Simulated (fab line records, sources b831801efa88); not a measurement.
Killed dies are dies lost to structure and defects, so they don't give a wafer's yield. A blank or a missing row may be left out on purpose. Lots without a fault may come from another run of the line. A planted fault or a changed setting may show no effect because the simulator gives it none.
Which tool did it? | flow sky130 | 12 lots, 36 wafers sampled, at 5 steps of a route of 708

WHAT THE GAUGES READ, wafer by wafer
SKY_PASSIVATION_THK_MEAS_03. Usual: PASSIVATION_CVD_02_THK 540 nm, standard deviation 7.7.
lot  | measured     | on            | PASSIVATION_CVD_02_THK (nm) | flag
L725 | day 44 00:16 | film_metro-01 | 534 529 536                 |
L726 | day 44 08:40 | film_metro-02 | 525 535 551                 |
L727 | day 44 13:31 | film_metro-02 | 540 542 542                 |
L729 | day 44 20:41 | film_metro-01 | 539 558 549                 |
L730 | day 45 03:25 | film_metro-01 | 532 543 551                 |
L733 | day 45 19:30 | film_metro-01 | 531 550 541                 |
L735 | day 46 13:02 | film_metro-02 | 531 537 544                 |
L739 | day 47 13:43 | film_metro-02 | 533 545 543                 |
L743 | day 48 22:26 | film_metro-03 | 546 537 541                 |
L744 | day 49 01:11 | film_metro-02 | 534 535 585                 |
L745 | day 49 03:05 | film_metro-03 | 542 583 542                 |
L747 | day 49 03:36 | film_metro-01 | 540 543 538                 |

WHICH TOOL RAN EACH LOT (tool, then ch and the chambers of the sampled wafers, then the start)
lot  | SKY_VIA4_ETCH_12                   | SKY_VIA4_SPUTTER_17          | SKY_METAL5_SPUTTER_03        | SKY_PASSIVATION_CVD_02
L725 | rie_diel-02 ch 1,2,3, day 42 23:19 | pvd_sputter-04, day 43 00:01 | pvd_sputter-04, day 43 01:05 | pecvd-01 ch 0,1,2, day 44 00:01
L726 | rie_diel-02 ch 0,2, day 43 07:25   | pvd_sputter-01, day 43 08:05 | pvd_sputter-03, day 43 08:52 | pecvd-04 ch 0,2, day 44 08:26
L727 | rie_diel-04 ch 0,2, day 43 11:48   | pvd_sputter-04, day 43 12:31 | pvd_sputter-03, day 43 13:18 | pecvd-01 ch 0,1,2, day 44 13:16
L729 | rie_diel-04 ch 0,1, day 43 19:27   | pvd_sputter-01, day 43 20:07 | pvd_sputter-03, day 43 20:58 | pecvd-04 ch 0,1, day 44 20:28
L730 | rie_diel-01 ch 1,2,3, day 44 02:33 | pvd_sputter-04, day 44 03:13 | pvd_sputter-02, day 44 04:01 | pecvd-03 ch 0,1,2, day 45 03:11
L733 | rie_diel-02 ch 0,3, day 44 19:30   | pvd_sputter-02, day 44 20:10 | pvd_sputter-02, day 44 20:58 | pecvd-04 ch 0,2, day 45 19:10
L735 | rie_diel-01 ch 1,2, day 45 13:28   | pvd_sputter-02, day 45 14:08 | pvd_sputter-04, day 45 15:04 | pecvd-03 ch 0,1,2, day 46 12:48
L739 | rie_diel-04 ch 0,1, day 46 14:12   | pvd_sputter-01, day 46 14:59 | pvd_sputter-02, day 46 15:58 | pecvd-04 ch 0,1,2, day 47 13:29
L743 | rie_diel-01 ch 0,1, day 48 01:19   | pvd_sputter-04, day 48 02:01 | pvd_sputter-04, day 48 02:49 | pecvd-04 ch 1,2, day 48 22:13
L744 | rie_diel-02 ch 0,1,3, day 48 03:42 | pvd_sputter-02, day 48 04:29 | pvd_sputter-04, day 48 05:17 | pecvd-03 ch 0, day 49 00:31
L745 | rie_diel-01 ch 1,2,3, day 48 05:48 | pvd_sputter-02, day 48 06:31 | pvd_sputter-03, day 48 07:26 | pecvd-03 ch 0,1, day 49 02:50
L747 | rie_diel-04 ch 0,2,3, day 48 06:27 | pvd_sputter-04, day 48 07:10 | pvd_sputter-04, day 48 07:59 | pecvd-04 ch 0,1,2, day 49 03:22
- SKY_VIA4_ETCH_12: etches SiO2 in C4F8/O2/Ar, stops on TiN, target depth 580 nm.
- SKY_VIA4_SPUTTER_17: material TiN, target thk 20 nm, time 80 s.
- SKY_METAL5_SPUTTER_03: material Ti, target thk 5 nm, time 3.3 s.
- SKY_PASSIVATION_CVD_02: deposits Si3N4, target thk 540 nm.

WHAT THE TOOLS THEMSELVES READ (means of the sampled wafers that have a number; where no wafer has one, the mark that the record gives instead)
SKY_VIA4_ETCH_12. Usual: oes_product_au 0.926 a.u., standard deviation 0.0046.
lot  | tool        | oes_product_au (a.u.) | flag
L725 | rie_diel-02 | 0.924                 |
L726 | rie_diel-02 | 0.926                 |
L727 | rie_diel-04 | 0.927                 |
L729 | rie_diel-04 | 0.928                 |
L730 | rie_diel-01 | 0.927                 |
L733 | rie_diel-02 | 0.925                 |
L735 | rie_diel-01 | 0.929                 |
L739 | rie_diel-04 | 0.920                 |
L743 | rie_diel-01 | 0.931                 |
L744 | rie_diel-02 | 0.926                 |
L745 | rie_diel-01 | 0.927                 |
L747 | rie_diel-04 | 0.924                 |

SKY_VIA4_SPUTTER_17. Usual: throttle_valve_pct 29.9 %, standard deviation 1.1.
lot  | tool           | throttle_valve_pct (%) | flag
L725 | pvd_sputter-04 | 29.7                   |
L726 | pvd_sputter-01 | 29.6                   |
L727 | pvd_sputter-04 | 29.8                   |
L729 | pvd_sputter-01 | 29.8                   |
L730 | pvd_sputter-04 | 30.4                   |
L733 | pvd_sputter-02 | 30.2                   |
L735 | pvd_sputter-02 | 29.2                   |
L739 | pvd_sputter-01 | 29.4                   |
L743 | pvd_sputter-04 | 28.9                   |
L744 | pvd_sputter-02 | 30.2                   |
L745 | pvd_sputter-02 | 29.5                   |
L747 | pvd_sputter-04 | 30.5                   |

SKY_METAL5_SPUTTER_03. Usual: throttle_valve_pct 30.2 %, standard deviation 1.1.
lot  | tool           | throttle_valve_pct (%) | flag
L725 | pvd_sputter-04 | 30.4                   |
L726 | pvd_sputter-03 | 31.1                   |
L727 | pvd_sputter-03 | 30.6                   |
L729 | pvd_sputter-03 | 30.1                   |
L730 | pvd_sputter-02 | 29.1                   |
L733 | pvd_sputter-02 | 29.6                   |
L735 | pvd_sputter-04 | 29.8                   |
L739 | pvd_sputter-02 | 30.4                   |
L743 | pvd_sputter-04 | 30.2                   |
L744 | pvd_sputter-04 | 29.9                   |
L745 | pvd_sputter-03 | 31.0                   |
L747 | pvd_sputter-04 | 29.7                   |

SKY_PASSIVATION_CVD_02. Usual: heater_power_w 657 W, standard deviation 74.
lot  | tool     | heater_power_w (W) | flag
L725 | pecvd-01 | 651                |
L726 | pecvd-04 | 629                |
L727 | pecvd-01 | 649                |
L729 | pecvd-04 | 593                |
L730 | pecvd-03 | 699                |
L733 | pecvd-04 | 684                |
L735 | pecvd-03 | 709                |
L739 | pecvd-04 | 622                |
L743 | pecvd-04 | 690                |
L744 | pecvd-03 | 605                |
L745 | pecvd-03 | 632                |
L747 | pecvd-04 | 678                |

THE ANSWER, worked out from the rows above alone
Rule: a lot is off if the mean of its wafers that have a number lies more than 3 standard deviations from the usual mean. A lot without any number at a reading at which 4 lots or more have one is off too. The other lots that the step has rows for count as sound. The gauges are gone through in route order, then the tools' own readings, and for those a lot's mean is taken as printed above. The first step at which some lot is off is used, and at that step the reading that is off furthest; a lot without a number counts as furthest.
No lot is off at any reading shown: from this, nothing can be told.

WHAT THE SIMULATOR HAD PUT IN
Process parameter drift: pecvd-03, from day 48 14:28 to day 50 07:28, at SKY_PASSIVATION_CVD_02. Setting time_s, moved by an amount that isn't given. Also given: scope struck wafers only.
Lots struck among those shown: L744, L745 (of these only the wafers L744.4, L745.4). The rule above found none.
